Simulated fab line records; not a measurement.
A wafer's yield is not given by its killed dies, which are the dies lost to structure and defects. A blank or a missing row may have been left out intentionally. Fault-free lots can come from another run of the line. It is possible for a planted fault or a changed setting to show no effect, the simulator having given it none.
fab line records	flow gf180mcu
record: lots: 14	wafers: 42	lastDay: 33
route steps=602 shown STI@5 VT_IMPLANT@109 DUAL_GATE@152
lots that met no fault: taken from a fault-free run of the same line
startH: start of the lot's first displayed wafer, in hours after the record's first day	waitH: time in hours since the lot's previous step	" as in the row above	L1.1+2: a single row standing in for several wafers	- no value, or no start was given	* or withheld: withheld	< > ~ a bound
route shown NAME@n: names a module that has steps shown in the file, with the first one's number in the route	usual: mean/standard deviation taken from wafers without a fault	same: alike in all rows	chamber/n: place in a boat	sites: readings site by site	_std_site: their standard deviation	_edge_site: mean of outer sites minus mean of inner sites	radiusMm: for every site, how far away it sits from the centre of the wafer	mask NAME#n: copy n	behind: the tool/chamber that last shaped the wafer	hold: reason for holding the lot/hours on hold/outcome of the hold	device: names the non-switching transistor (n, p or np)	end of line: tests of these same wafers at the route's end	step lacking rows: just its recipe	killed: count of dies lost to structure and defects at first sort (not the wafer's yield)	map: dies across one wafer; x = killed, . = not, _ = none there
set.NAME: the setting as run; set.NAME@STEP: as run at that earlier step	model.NAME: the simulator's own value behind a step, which no gauge read
one table for each step of the route and one row for each wafer, over a sample of lots
services: from which hour (startH, from the record's first day; less than 0 if before it) a tool's chamber was out of use, for how many hours, and why
== steps ==
step: GF_STI_THK_MEAS_04
recipe: reads: Si3N4_of_STI_CVD_03
usual: STI_CVD_03_THK: 206.6/1.7
lot.wafer	tool	chamber	startH	waitH	STI_CVD_03_THK[nm]
L156.1	filmMetro-01	-	13.73	0.0	206.4
L156.2	"	-	"	"	204.8
L156.6	"	-	"	"	205.0
L157.1	filmMetro-03	-	19.20	0.0	204.5
L157.2	"	-	"	"	204.5
L157.4	"	-	"	"	201.9
L158.2	filmMetro-03	-	23.57	0.0	205.6
L158.3	"	-	"	"	207.9
L158.4	"	-	"	"	207.2
L159.1	filmMetro-03	-	30.34	0.0	205.6
L159.2	"	-	"	"	204.6
L159.3	"	-	"	"	206.8
L161.1	filmMetro-03	-	38.56	0.0	207.3
L161.4	"	-	"	"	207.8
L161.5	"	-	"	"	207.7
L162.2	filmMetro-01	-	44.47	0.0	207.5
L162.5	"	-	"	"	206.6
L162.6	"	-	"	"	208.2
L164.1	filmMetro-01	-	54.78	0.0	209.3
L164.3	"	-	"	"	210.1
L164.6	"	-	"	"	208.4
L165.1	filmMetro-04	-	61.39	0.0	208.1
L165.4	"	-	"	"	207.3
L165.5	"	-	"	"	206.5
L166.2	filmMetro-01	-	64.16	0.0	208.9
L166.5	"	-	"	"	207.2
L166.6	"	-	"	"	207.9
L168.1	filmMetro-04	-	74.90	0.0	209.1
L168.4	"	-	"	"	208.8
L168.5	"	-	"	"	209.3
L171.1	filmMetro-03	-	89.07	0.0	204.1
L171.2	"	-	"	"	204.3
L171.6	"	-	"	"	205.3
L172.2	filmMetro-04	-	93.75	0.0	206.6
L172.5	"	-	"	"	207.1
L172.6	"	-	"	"	206.9
L175.2	filmMetro-01	-	108.57	0.0	206.4
L175.3	"	-	"	"	205.1
L175.5	"	-	"	"	205.7
L176.2	filmMetro-03	-	113.94	0.0	208.9
L176.5	"	-	"	"	206.6
L176.6	"	-	"	"	206.9
step: GF_VT_IMPLANT_IMPLANT_19
recipe: species: As	energyKev: 100	doseCm2: 4.35e+12	tiltDeg: 7
usual: doseIonsCm2: 4.351e+12/5.1e+09	faradayCurrentUA: 24.5/0.49
lot.wafer	tool	chamber	startH	waitH	doseIonsCm2	faradayCurrentUA
L156.1	implanter-04	0	126.32	0.0	4.344e+12	24.6
L156.2	"	0	"	"	4.349e+12	23.7
L156.6	"	0	"	"	4.343e+12	24.2
L157.1	implanter-03	0	132.15	0.0	4.349e+12	24.5
L157.2	"	0	"	"	4.345e+12	25.0
L157.4	"	0	"	"	4.346e+12	25.1
L158.2	implanter-01	0	136.73	0.0	4.348e+12	24.7
L158.3	"	0	"	"	4.348e+12	24.9
L158.4	"	0	"	"	4.351e+12	24.4
L159.1	implanter-01	0	147.08	0.0	4.359e+12	24.0
L159.2	"	0	"	"	4.353e+12	24.6
L159.3	"	0	"	"	4.352e+12	24.3
L161.1	implanter-04	0	161.85	0.0	4.352e+12	24.0
L161.4	"	0	"	"	4.359e+12	24.0
L161.5	"	0	"	"	4.352e+12	24.9
L162.2	implanter-04	0	167.26	0.0	4.345e+12	24.0
L162.5	"	0	"	"	4.349e+12	24.1
L162.6	"	0	"	"	4.358e+12	25.1
L164.1	implanter-01	0	180.40	0.0	4.343e+12	25.0
L164.3	"	0	"	"	4.348e+12	25.0
L164.6	"	0	"	"	4.342e+12	24.1
L165.1	implanter-04	0	185.80	0.0	4.358e+12	24.5
L165.4	"	0	"	"	4.353e+12	24.6
L165.5	"	0	"	"	4.352e+12	23.6
L166.2	implanter-04	0	192.24	0.0	4.348e+12	25.3
L166.5	"	0	"	"	4.348e+12	24.9
L166.6	"	0	"	"	4.354e+12	24.2
L168.1	implanter-04	0	203.45	0.0	4.344e+12	24.8
L168.4	"	0	"	"	4.345e+12	24.4
L168.5	"	0	"	"	4.346e+12	24.1
L171.1	implanter-03	0	222.00	0.0	4.344e+12	24.8
L171.2	"	0	"	"	4.343e+12	24.4
L171.6	"	0	"	"	4.348e+12	24.0
L172.2	implanter-04	0	226.79	0.0	4.872e+12	27.8
L172.5	"	0	"	"	4.865e+12	27.3
L172.6	"	0	"	"	4.862e+12	27.2
L175.2	implanter-03	0	243.62	0.0	4.351e+12	24.0
L175.3	"	0	"	"	4.353e+12	24.6
L175.5	"	0	"	"	4.355e+12	24.8
L176.2	implanter-04	0	251.24	0.0	4.872e+12	27.9
L176.5	"	0	"	"	4.878e+12	27.2
L176.6	"	0	"	"	4.869e+12	27.9
step: GF_VT_IMPLANT_TW_MEAS_21
usual: VT_IMPLANT_2_TW: 1212/9.8
lot.wafer	tool	chamber	startH	waitH	VT_IMPLANT_2_TW
L156.1	filmMetro-02	-	126.57	0.1	1214
L156.2	"	-	"	"	1211
L156.6	"	-	"	"	1216
L157.1	filmMetro-03	-	132.40	0.1	1213
L157.2	"	-	"	"	1221
L157.4	"	-	"	"	1216
L158.2	filmMetro-03	-	136.96	0.1	1218
L158.3	"	-	"	"	1210
L158.4	"	-	"	"	1215
L159.1	filmMetro-02	-	147.33	0.1	1208
L159.2	"	-	"	"	1222
L159.3	"	-	"	"	1213
L161.1	filmMetro-03	-	162.10	0.1	1209
L161.4	"	-	"	"	1208
L161.5	"	-	"	"	1209
L162.2	filmMetro-02	-	167.49	0.1	1218
L162.5	"	-	"	"	1206
L162.6	"	-	"	"	1216
L164.1	filmMetro-02	-	180.65	0.1	1207
L164.3	"	-	"	"	1209
L164.6	"	-	"	"	1209
L165.1	filmMetro-04	-	186.05	0.1	1195
L165.4	"	-	"	"	1198
L165.5	"	-	"	"	1194
L166.2	filmMetro-03	-	192.48	0.1	1221
L166.5	"	-	"	"	1221
L166.6	"	-	"	"	1231
L168.1	filmMetro-02	-	203.70	0.1	1221
L168.4	"	-	"	"	1214
L168.5	"	-	"	"	1219
L171.1	filmMetro-04	-	222.25	0.1	1200
L171.2	"	-	"	"	1192
L171.6	"	-	"	"	1195
L172.2	filmMetro-03	-	227.03	0.1	1268
L172.5	"	-	"	"	1261
L172.6	"	-	"	"	1273
L175.2	filmMetro-02	-	243.86	0.1	1223
L175.3	"	-	"	"	1215
L175.5	"	-	"	"	1222
L176.2	filmMetro-02	-	251.48	0.1	1268
L176.5	"	-	"	"	1262
L176.6	"	-	"	"	1266
step: GF_VT_IMPLANT_OVL_MEAS_29
usual: VT_IMPLANT_02_OVL: -0.7/1.2
lot.wafer	tool	chamber	startH	waitH	VT_IMPLANT_02_OVL[nm]
L156.1	overlay-02	-	141.95	0.1	-1.3
L156.2	"	-	"	"	-0.4
L156.6	"	-	"	"	-1.1
L157.1	overlay-02	-	147.51	0.1	-1.6
L157.2	"	-	"	"	-2.4
L157.4	"	-	"	"	-0.3
L158.2	overlay-01	-	152.37	0.1	-0.3
L158.3	"	-	"	"	0.0
L158.4	"	-	"	"	0.0
L159.1	overlay-02	-	162.11	0.1	-2.3
L159.2	"	-	"	"	-2.5
L159.3	"	-	"	"	0.4
L161.1	overlay-02	-	178.25	0.1	-0.8
L161.4	"	-	"	"	0.2
L161.5	"	-	"	"	-0.2
L162.2	overlay-02	-	184.34	0.1	-1.9
L162.5	"	-	"	"	-1.7
L162.6	"	-	"	"	0.0
L164.1	overlay-02	-	197.25	0.1	-0.4
L164.3	"	-	"	"	-2.6
L164.6	"	-	"	"	-0.4
L165.1	overlay-01	-	203.11	0.1	-0.1
L165.4	"	-	"	"	1.9
L165.5	"	-	"	"	-2.9
L166.2	overlay-01	-	209.72	0.1	-0.2
L166.5	"	-	"	"	-0.3
L166.6	"	-	"	"	0.2
L168.1	overlay-01	-	221.36	0.1	-0.9
L168.4	"	-	"	"	-1.6
L168.5	"	-	"	"	-2.3
L171.1	overlay-02	-	240.71	0.1	-1.2
L171.2	"	-	"	"	-0.9
L171.6	"	-	"	"	-1.0
L172.2	overlay-02	-	244.75	0.1	-0.4
L172.5	"	-	"	"	-0.8
L172.6	"	-	"	"	-1.4
L175.2	overlay-01	-	263.27	0.1	0.5
L175.3	"	-	"	"	-0.4
L175.5	"	-	"	"	-1.8
L176.2	overlay-02	-	270.84	0.1	-1.7
L176.5	"	-	"	"	-1.0
L176.6	"	-	"	"	-1.5
step: GF_DUAL_GATE_OVL_MEAS_11
usual: DUAL_GATE_OVL: 0.5/1.4
lot.wafer	tool	chamber	startH	waitH	DUAL_GATE_OVL[nm]
L156.1	overlay-01	-	176.06	0.1	-0.3
L156.2	"	-	"	"	-0.4
L156.6	"	-	"	"	2.0
L157.1	overlay-02	-	182.50	0.1	1.5
L157.2	"	-	"	"	0.7
L157.4	"	-	"	"	-0.1
L158.2	overlay-01	-	188.50	0.1	0.6
L158.3	"	-	"	"	2.3
L158.4	"	-	"	"	2.4
L159.1	overlay-01	-	198.51	0.1	1.4
L159.2	"	-	"	"	-1.1
L159.3	"	-	"	"	0.1
L161.1	overlay-01	-	215.40	0.1	0.9
L161.4	"	-	"	"	-1.3
L161.5	"	-	"	"	0.2
L162.2	overlay-01	-	221.63	0.1	-2.0
L162.5	"	-	"	"	0.2
L162.6	"	-	"	"	2.6
L164.1	overlay-01	-	235.70	0.1	3.6
L164.3	"	-	"	"	1.4
L164.6	"	-	"	"	2.4
L165.1	overlay-02	-	243.03	0.1	-0.4
L165.4	"	-	"	"	0.3
L165.5	"	-	"	"	2.5
L166.2	overlay-02	-	248.97	0.1	0.1
L166.5	"	-	"	"	0.5
L166.6	"	-	"	"	-1.0
L168.1	overlay-02	-	262.21	0.1	-1.9
L168.4	"	-	"	"	0.6
L168.5	"	-	"	"	1.1
L171.1	overlay-02	-	282.24	0.1	-1.2
L171.2	"	-	"	"	-1.3
L171.6	"	-	"	"	-0.8
L172.2	overlay-02	-	287.93	0.1	-0.4
L172.5	"	-	"	"	-1.4
L172.6	"	-	"	"	-1.8
L175.2	overlay-01	-	307.47	0.1	-1.4
L175.3	"	-	"	"	-0.9
L175.5	"	-	"	"	-0.3
L176.2	overlay-01	-	313.63	0.1	0.1
L176.5	"	-	"	"	1.4
L176.6	"	-	"	"	1.0
== services ==
tool	chamber	startH	hours	kind
implanter-01	-	108.70	4.2	pm
implanter-03	-	119.41	0.9	repair
implanter-04	-	120.43	4.3	pm
implanter-01	-	198.05	2.0	repair
implanter-01	-	199.06	1.2	repair
implanter-03	-	210.55	1.7	repair
implanter-01	-	214.54	1.1	repair
implanter-03	-	231.37	4.6	repair
implanter-04	-	246.79	4.2	pm
== key ==
firstSign: step: GF_VT_IMPLANT_IMPLANT_19	reading: doseIonsCm2	direction: up	sigmas: 99+	usual: 4.351e+12	struck: 4.87e+12
effect: step: GF_VT_IMPLANT_IMPLANT_19	reading: faradayCurrentUA	direction: up	sigmas: 6.3	usual: 24.5	struck: 27.5
effect: step: GF_VT_IMPLANT_TW_MEAS_21	reading: VT_IMPLANT_2_TW	direction: up	sigmas: 5.5	usual: 1212	struck: 1266
metAt GF_VT_IMPLANT_IMPLANT_19
struckLots L172,L176
testerLeftOut L172,L176
notActingAt GF_STI_THK_MEAS_04,GF_VT_IMPLANT_OVL_MEAS_29,GF_DUAL_GATE_OVL_MEAS_11
onsetBetween 203.45 226.79
fault: kind: processParameterDrift	tool: implanter-04	chamber: -	onsetH: 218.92	steps: GF_VT_IMPLANT_IMPLANT_19	channel: doseCm2	offset: 5.1529e+11	shape: step	endH: 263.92	actsIn: theseRecipesOnly	stated: 4.35e+12
testerLeftOut: of these lots the tester's yield and bins aren't shown, on N5 and GAA mostly nor the transistor test; their killed dies are dies lost to structure and defects alone, not to doping, threshold or leakage, so they don't give the yield
